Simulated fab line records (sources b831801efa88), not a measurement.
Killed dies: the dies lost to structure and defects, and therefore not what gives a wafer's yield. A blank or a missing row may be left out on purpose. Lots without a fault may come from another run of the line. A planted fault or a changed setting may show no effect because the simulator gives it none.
2 desks looking at one fault / flow sky130 / every desk sees just its own numbers, and what lay behind them comes last

## AT THE TOOL OWNER'S DESK: plasmaAsher-04
The tool's own readings at SKY_LDD_LDN_STRIP_12 (strips in O2/N2): means of the sampled wafers that have a number, for each lot that ran on this tool. If a lot's mean is further than 4 standard deviations from the usual mean, the lot is out of limits and carries the mark OUT (the distance appears in the brackets).
Columns: A = drypumpMotorCurrentA at SKY_LDD_LDN_STRIP_12, usual 5.7 A; B = oesProductAu at SKY_LDD_LDN_STRIP_12, usual 0.715 a.u.; C = stripTimeToEndpointS at SKY_LDD_LDN_STRIP_12, usual 14.20 s
lot=L585; first seen here=day 23 07:48; A=5.3; B=0.718; C=14.20
lot=L587; first seen here=day 24 01:14; A=5.3; B=0.712; C=14.21
lot=L589; first seen here=day 24 23:54; A=5.4; B=0.719; C=14.25
lot=L590; first seen here=day 25 12:45; A=5.4; B=0.715; C=14.20
lot=L593; first seen here=day 26 04:45; A=5.3; B=0.960 (+52) OUT; C=-
lot=L600; first seen here=day 29 02:10; A=5.4; B=0.716; C=14.17
lot=L602; first seen here=day 29 13:12; A=5.4; B=0.717; C=14.21
This desk's verdict: out of limits on L593, starting with L593 at day 26 04:45 (oesProductAu at SKY_LDD_LDN_STRIP_12). Within limits: L585, L587, L589, L590, L600, L602.

## THE METROLOGY DESK
What the gauges read, lot by lot, whatever tool the lot ran on: means of the sampled wafers that have a number. If a lot's mean is further than 4 standard deviations from the usual mean, the lot is out of limits and carries the mark OUT (the distance appears in the brackets).
Columns: A = LDD_HVN_TW at SKY_LDD_HVN_TW_MEAS_10, usual 1448
lot=L585; first seen here=day 20 17:24; A=1466
lot=L587; first seen here=day 21 11:11; A=1447
lot=L588; first seen here=day 22 00:56; A=1454
lot=L589; first seen here=day 22 10:06; A=1451
lot=L590; first seen here=day 22 23:31; A=1437
lot=L592; first seen here=day 23 08:25; A=1434
lot=L593; first seen here=day 23 16:37; A=1434
lot=L600; first seen here=day 26 14:38; A=1447
lot=L601; first seen here=day 26 19:58; A=1459
lot=L602; first seen here=day 27 03:50; A=1443
lot=L604; first seen here=day 27 14:11; A=1444
lot=L605; first seen here=day 27 20:45; A=1452
lot=L606; first seen here=day 30 09:25; A=1449
This desk's verdict: no lot among the 13 shows anything out of limits.

## ALL TOGETHER
An alarm could have come from the tool owner's desk at day 26 04:45, on L593.
Nothing out of limits was seen by the metrology desk.
The metrology desk holds a record of L593, inside its limits.
Of the lots named, all ran SKY_LDD_LDN_STRIP_12 on plasmaAsher-04.

## WHAT THE SIMULATOR PUT IN
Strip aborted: plasmaAsher-04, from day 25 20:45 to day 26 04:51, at SKY_LDD_LDN_STRIP_12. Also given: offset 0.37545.
Shown lots that were struck: L593.
Hours from the fault's start to each desk's first reading out of limits: the tool owner's desk, 8.
